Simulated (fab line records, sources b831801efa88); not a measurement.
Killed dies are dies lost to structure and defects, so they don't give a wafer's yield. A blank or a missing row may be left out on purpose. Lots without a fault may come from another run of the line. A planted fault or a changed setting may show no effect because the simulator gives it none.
Which tool did it? | flow gf180mcu | 6 lots, 18 wafers sampled, at 3 steps of a route of 602

WHAT THE GAUGES READ, wafer by wafer
GF_VT_IMPLANT_RS_MEAS_46: measures by four-point-probe.
lot  | measured     | on            | MVSD_RS (ohm/sq)
L921 | day 7 20:06  | film_metro-04 | 458.9 458.6 458.8
L929 | day 10 00:05 | film_metro-02 | 535.7 533.2 534.0
L933 | day 11 01:21 | film_metro-04 | 455.7 456.9 455.6
L935 | day 11 16:25 | film_metro-01 | 456.2 457.1 456.1
L939 | day 13 11:59 | film_metro-01 | 455.9 455.3 455.4
L943 | day 14 04:37 | film_metro-01 | 454.3 455.7 456.0

WHICH TOOL RAN EACH LOT (tool, then ch and the chambers of the sampled wafers, then the start)
lot  | GF_STI_ETCH_14                  | GF_MVSD_IMPLANT_08
L921 | rie_si-02 ch 0,1,2, day 2 07:58 | implanter-02 ch 0, day 4 18:15
L929 | rie_si-02 ch 0,1,2, day 4 00:10 | implanter-02 ch 0, day 6 13:17
L933 | rie_si-02 ch 1,3, day 4 20:22   | implanter-04 ch 0, day 7 10:24
L935 | rie_si-01 ch 1,3, day 5 07:01   | implanter-04 ch 0, day 7 22:56
L939 | rie_si-01 ch 0,1,2, day 6 04:12 | implanter-04 ch 0, day 9 11:29
L943 | rie_si-01 ch 2,3, day 7 01:49   | implanter-03 ch 0, day 10 02:26
- GF_STI_ETCH_14: etches Si in HBr/Cl2/O2, target depth 360 nm, time 102.9 s.
- GF_MVSD_IMPLANT_08

THE ANSWER, worked out from the rows above alone
Rule: what is usual is taken from the lots themselves. Put in order of their means at a reading, lots are off if they are a third of the lots or fewer, leave a main group of 4 or more, and stand apart from it by a gap of 3 or more times the standard deviation of the main group's means; of several such gaps the widest counts. A main group whose means are all the same, to the digits that the tables above print for the reading, isn't used. A lot without any number at a reading at which 4 lots or more have one is off too. The other lots that the step has rows for count as sound.
Off: L929, at GF_VT_IMPLANT_RS_MEAS_46 (MVSD_RS). The main group: mean 456.4 ohm/sq, standard deviation 1.2.
A tool fits if, at a process step before that reading, it ran every lot that is off, and no sound lot after the first of them. The gauges at GF_VT_IMPLANT_RS_MEAS_46 are tried like those tools. Can't be told from this: 2 tools fit, implanter-02 at GF_MVSD_IMPLANT_08, film_metro-02 at GF_VT_IMPLANT_RS_MEAS_46.

WHAT THE SIMULATOR HAD PUT IN
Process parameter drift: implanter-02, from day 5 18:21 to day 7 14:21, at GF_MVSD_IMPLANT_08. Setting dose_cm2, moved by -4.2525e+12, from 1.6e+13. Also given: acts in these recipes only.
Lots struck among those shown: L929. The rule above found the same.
